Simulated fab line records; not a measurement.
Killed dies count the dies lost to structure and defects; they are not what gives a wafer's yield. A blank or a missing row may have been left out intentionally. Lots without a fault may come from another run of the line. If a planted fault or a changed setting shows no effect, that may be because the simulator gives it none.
What tool caused it? | flow sky130 | Sampling: 12 lots, 36 wafers, 4 of 708 route steps

== WHAT THE GAUGES READ, wafer by wafer ==
SKY_SONOS_ONO_THK_MEAS_01.
lot  | measured     | on            | SONOS_ONO_OXIDATION_THK (nm)
L423 | day 11 20:47 | film metro-01 | 2.35 2.42 2.38
L424 | day 11 20:47 | film metro-03 | 2.35 2.43 2.44
L425 | day 12 06:31 | film metro-01 | 2.42 2.43 2.45
L426 | day 12 06:31 | film metro-03 | 2.46 2.50 2.46
L429 | day 13 12:16 | film metro-03 | 2.43 2.44 2.41
L433 | day 14 20:35 | film metro-01 | 2.44 2.47 2.48
L434 | day 15 03:57 | film metro-01 | 2.29 2.33 2.36
L439 | day 16 21:29 | film metro-01 | 2.31 2.37 2.34
L441 | day 17 12:19 | film metro-04 | 2.48 2.48 2.44
L443 | day 17 23:52 | film metro-04 | 2.42 2.38 2.37
L444 | day 18 07:40 | film metro-04 | 2.39 2.38 2.33
L445 | day 19 17:25 | film metro-04 | 2.38 2.37 2.33

SKY_GATE_OXIDE_THK_MEAS_02.
lot  | measured     | on            | GATE_OXIDE_OXIDATION_00_THK (nm)
L423 | day 13 04:55 | film metro-01 | 10.32 10.48 10.56
L424 | day 13 04:58 | film metro-02 | 10.65 10.52 10.72
L425 | day 13 14:06 | film metro-01 | 10.42 10.40 10.39
L426 | day 13 14:04 | film metro-02 | 10.26 10.37 10.54
L429 | day 14 19:27 | film metro-02 | 10.56 10.40 10.47
L433 | day 16 04:07 | film metro-01 | 11.94 11.91 11.80 11.98 11.86 11.80
L434 | day 16 13:21 | film metro-02 | 11.92 11.76 11.75 11.92 11.81 11.79
L439 | day 18 11:59 | film metro-01 | 10.33 10.61 10.46
L441 | day 19 06:08 | film metro-04 | 10.28 10.25 10.29
L443 | day 19 14:04 | film metro-01 | 10.22 10.21 10.10
L444 | day 20 06:47 | film metro-04 | 10.31 10.16 10.48
L445 | day 21 04:21 | film metro-04 | 10.25 10.24 10.13

== WHICH TOOL RAN EACH LOT (tool, then ch and the chambers of the sampled wafers, then the start) ==
lot  | SKY_DNWELL_STRIP_08                 | SKY_GATE_OXIDE_OXIDATION_01
L423 | plasma asher-03 ch 0,1, day 3 12:05 | furnace-01 ch 0, day 13 03:30
L424 | plasma asher-04 ch 0,1, day 3 13:55 | furnace-01 ch 0, day 13 03:30
L425 | plasma asher-04 ch 0,1, day 3 18:37 | furnace-02 ch 0, day 13 12:40
L426 | plasma asher-03 ch 0,1, day 4 00:25 | furnace-02 ch 0, day 13 12:40
L429 | plasma asher-02 ch 0,1, day 4 18:23 | furnace-02 ch 0, day 14 18:02
L433 | plasma asher-04 ch 0,1, day 5 18:07 | furnace-02 ch 0, day 16 02:43
L434 | plasma asher-03 ch 0,1, day 5 23:26 | furnace-02 ch 0, day 16 11:56
L439 | plasma asher-02 ch 0, day 7 01:29   | furnace-01 ch 0, day 18 10:34
L441 | plasma asher-02 ch 0,1, day 7 12:43 | furnace-01 ch 0, day 19 04:43
L443 | plasma asher-02 ch 0,1, day 7 20:26 | furnace-02 ch 0, day 19 12:39
L444 | plasma asher-02 ch 0,1, day 8 02:50 | furnace-02 ch 0, day 20 05:22
L445 | plasma asher-02 ch 0,1, day 9 01:48 | furnace-01 ch 0, day 21 02:55
- SKY_DNWELL_STRIP_08: strips in O2/N2.
- SKY_GATE_OXIDE_OXIDATION_01: stabilise 600 s, purge 300 s, target thk 10.268 nm.

== AS READ BY THE TOOLS THEMSELVES (means over the sampled wafers that have a number; for cases with no such wafer, the mark the record gives instead) ==
SKY_DNWELL_STRIP_08.
lot  | tool            | drypump motor current A (A) | oes product au (a.u.) | strip time to endpoint s (s)
L423 | plasma asher-03 | 4.9                         | 0.721                 | 37.09
L424 | plasma asher-04 | 5.6                         | 0.725                 | 36.83
L425 | plasma asher-04 | 5.7                         | 0.722                 | 36.79
L426 | plasma asher-03 | 4.9                         | 0.717                 | 36.96
L429 | plasma asher-02 | 5.7                         | 0.724                 | 36.87
L433 | plasma asher-04 | 5.7                         | 0.720                 | 36.87
L434 | plasma asher-03 | 4.9                         | 0.727                 | 37.01
L439 | plasma asher-02 | 6.1                         | 0.722                 | 36.75
L441 | plasma asher-02 | 5.7                         | 0.718                 | 36.86
L443 | plasma asher-02 | 5.7                         | 0.721                 | 36.90
L444 | plasma asher-02 | 5.9                         | 0.724                 | 36.71
L445 | plasma asher-02 | 5.9                         | 0.727                 | 36.87

== THE ANSWER, worked out from the rows above alone ==
Rule: what is usual is taken from the lots themselves. The widest of any qualifying gaps counts: lots, ordered by their means at a reading, are off when they make up no more than a third of the lots, leave a main group of 4 or more, and stand apart from it by 3 or more times the standard deviation of that group's means. The tables above print the reading to a certain number of digits; a main group whose means all agree to those digits is not used. Also off: a lot with no number at a reading for which 4 or more lots have one. All remaining lots with rows at the step are treated as sound. After the gauges, taken in route order, come the tools' own readings; for these a lot's mean is taken, as printed above. The first step at which some lot is off is used, and at that step the reading that is off furthest; a lot without a number counts as furthest.
Off: L433, L434, seen at SKY_GATE_OXIDE_THK_MEAS_02 (GATE_OXIDE_OXIDATION_00_THK). Mean 10.38 nm and standard deviation 0.13 in the main group.
A tool fits if, at a process step before that reading, it ran every lot that is off, and no sound lot after the first of them. Those tools and the gauges at SKY_GATE_OXIDE_THK_MEAS_02 are tried in the same way. Not one of the candidates tried fits.

== WHAT WAS PUT IN BY THE SIMULATOR ==
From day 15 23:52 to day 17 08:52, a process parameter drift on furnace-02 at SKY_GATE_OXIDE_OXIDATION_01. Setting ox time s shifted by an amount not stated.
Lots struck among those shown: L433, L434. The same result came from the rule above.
